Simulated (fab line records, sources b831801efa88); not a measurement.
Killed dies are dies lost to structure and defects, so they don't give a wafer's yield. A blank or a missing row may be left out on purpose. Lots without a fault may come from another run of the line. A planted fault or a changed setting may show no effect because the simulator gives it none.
Which tool did it? | flow gf180mcu | 8 lots, 24 wafers sampled, at 6 steps of a route of 602

WHAT THE GAUGES READ, wafer by wafer
GF_STI_THK_MEAS_24.
lot  | measured    | on            | STI_CVD_23_THK (nm)
L665 | day 2 09:00 | film_metro-02 | 649 644 650
L666 | day 2 11:52 | film_metro-01 | 647 637 642
L667 | day 2 17:34 | film_metro-02 | 634 634 645
L669 | day 3 01:20 | film_metro-02 | 644 641 641
L670 | day 3 06:11 | film_metro-03 | 652 646 644
L673 | day 3 20:53 | film_metro-02 | 648 645 639
L676 | day 4 11:58 | film_metro-01 | 639 648 642
L677 | day 4 17:21 | film_metro-03 | 633 643 643

GF_LVPWELL_OVL_MEAS_07.
lot  | measured    | on         | LVPWELL_OVL (nm)
L665 | day 4 02:08 | overlay-01 | 1.2 1.3 2.4
L666 | day 4 05:59 | overlay-01 | 1.4 0.8 -0.3
L667 | day 4 10:17 | overlay-01 | 0.3 -1.6 1.5
L669 | day 4 18:40 | overlay-01 | 0.7 0.0 0.9
L670 | day 5 01:58 | overlay-02 | 2.0 2.2 1.6
L673 | day 5 16:17 | overlay-02 | -1.4 -0.7 0.0
L676 | day 6 10:04 | overlay-01 | -0.6 0.2 -1.3
L677 | day 6 17:22 | overlay-01 | -0.6 -1.6 -1.8

GF_LVPWELL_TW_MEAS_11.
lot  | measured    | on            | LVPWELL_TW
L665 | day 4 02:35 | film_metro-01 | 554 552 552
L666 | day 4 06:25 | film_metro-01 | 556 555 554
L667 | day 4 10:43 | film_metro-04 | 563 559 563
L669 | day 4 19:07 | film_metro-04 | 562 561 562
L670 | day 5 02:25 | film_metro-01 | 564 562 561
L673 | day 5 16:43 | film_metro-01 | 566 564 562
L676 | day 6 10:31 | film_metro-01 | 684 686 688
L677 | day 6 17:49 | film_metro-01 | 687 691 687

GF_VT_IMPLANT_RS_MEAS_48: measures by four-point-probe.
lot  | measured     | on            | LVPWELL_RS (ohm/sq)
L665 | day 7 20:02  | film_metro-04 | 1195.8 1195.9 1195.5
L666 | day 8 00:12  | film_metro-01 | 1196.4 1196.5 1196.2
L667 | day 8 05:20  | film_metro-04 | 1195.9 1196.9 1193.0
L669 | day 8 15:25  | film_metro-03 | 1194.1 1194.1 1193.1
L670 | day 9 00:20  | film_metro-03 | 1197.7 1198.1 1199.2
L673 | day 9 17:02  | film_metro-03 | 1195.8 1196.3 1196.9
L676 | day 10 16:28 | film_metro-04 | 1173.2 1174.6 1170.5
L677 | day 11 00:59 | film_metro-01 | 1174.2 1170.2 1170.6

WHICH TOOL RAN EACH LOT (tool, then ch and the chambers of the sampled wafers, then the start)
lot  | GF_STI_STRIP_15                     | GF_LVPWELL_IMPLANT_09
L665 | plasma_asher-03 ch 0,1, day 2 02:43 | implanter-04 ch 0, day 4 02:20
L666 | plasma_asher-02 ch 0,1, day 2 09:50 | implanter-04 ch 0, day 4 06:10
L667 | plasma_asher-04 ch 0,1, day 2 15:50 | implanter-03 ch 0, day 4 10:28
L669 | plasma_asher-02 ch 0,1, day 2 22:34 | implanter-03 ch 0, day 4 18:52
L670 | plasma_asher-04 ch 0,1, day 3 04:15 | implanter-03 ch 0, day 5 02:11
L673 | plasma_asher-03 ch 0,1, day 3 18:24 | implanter-03 ch 0, day 5 16:30
L676 | plasma_asher-02 ch 1, day 4 10:13   | implanter-03 ch 0, day 6 10:17
L677 | plasma_asher-02 ch 0,1, day 4 15:30 | implanter-04 ch 0, day 6 17:35
- GF_STI_STRIP_15: strips in O2/N2.
- GF_LVPWELL_IMPLANT_09

WHAT THE TOOLS THEMSELVES READ (means of the sampled wafers that have a number; where no wafer has one, the mark that the record gives instead)
GF_STI_STRIP_15.
lot  | tool            | drypump_motor_current_A (A) | heater_power_w (W) | o2_flow_sccm (sccm) | oes_product_au (a.u.) | strip_time_to_endpoint_s (s)
L665 | plasma_asher-03 | 5.0                         | 366                | 3004                | 0.385                 | 3.76
L666 | plasma_asher-02 | 6.1                         | 318                | 2998                | 0.386                 | 3.72
L667 | plasma_asher-04 | 5.6                         | 321                | 2999                | 0.386                 | 3.81
L669 | plasma_asher-02 | 6.1                         | 314                | 2991                | 0.382                 | 3.72
L670 | plasma_asher-04 | 5.6                         | 307                | 3016                | 0.384                 | 3.74
L673 | plasma_asher-03 | 5.2                         | 388                | 2992                | 0.387                 | 3.75
L676 | plasma_asher-02 | 6.2                         | 359                | 2999                | 0.378                 | 3.69
L677 | plasma_asher-02 | 6.1                         | 317                | 2996                | 0.384                 | 3.73

GF_LVPWELL_IMPLANT_09.
lot  | tool         | dose_ions_cm2 | tilt_deg (degrees)
L665 | implanter-04 | 5.003e+12     | -0.019
L666 | implanter-04 | 5.003e+12     | -0.008
L667 | implanter-03 | 5.003e+12     | -0.010
L669 | implanter-03 | 4.998e+12     | 0.014
L670 | implanter-03 | 4.992e+12     | -0.013
L673 | implanter-03 | 4.996e+12     | -0.002
L676 | implanter-03 | 4.992e+12     | 0.001
L677 | implanter-04 | 5.000e+12     | 0.005

THE ANSWER, worked out from the rows above alone
Rule: what is usual is taken from the lots themselves. Put in order of their means at a reading, lots are off if they are a third of the lots or fewer, leave a main group of 4 or more, and stand apart from it by a gap of 3 or more times the standard deviation of the main group's means; of several such gaps the widest counts. A main group whose means are all the same, to the digits that the tables above print for the reading, isn't used. A lot without any number at a reading at which 4 lots or more have one is off too. The other lots that the step has rows for count as sound. The gauges are gone through in route order, then the tools' own readings, and for those a lot's mean is taken as printed above. The first step at which some lot is off is used, and at that step the reading that is off furthest; a lot without a number counts as furthest.
Off: L676, L677, at GF_LVPWELL_TW_MEAS_11 (LVPWELL_TW). The main group: mean 560, standard deviation 4.2.
A tool fits if, at a process step before that reading, it ran every lot that is off, and no sound lot after the first of them. The gauges at GF_LVPWELL_TW_MEAS_11 are tried like those tools. Can't be told from this: 2 tools fit, plasma_asher-02 at GF_STI_STRIP_15, film_metro-01 at GF_LVPWELL_TW_MEAS_11.

WHAT THE SIMULATOR HAD PUT IN
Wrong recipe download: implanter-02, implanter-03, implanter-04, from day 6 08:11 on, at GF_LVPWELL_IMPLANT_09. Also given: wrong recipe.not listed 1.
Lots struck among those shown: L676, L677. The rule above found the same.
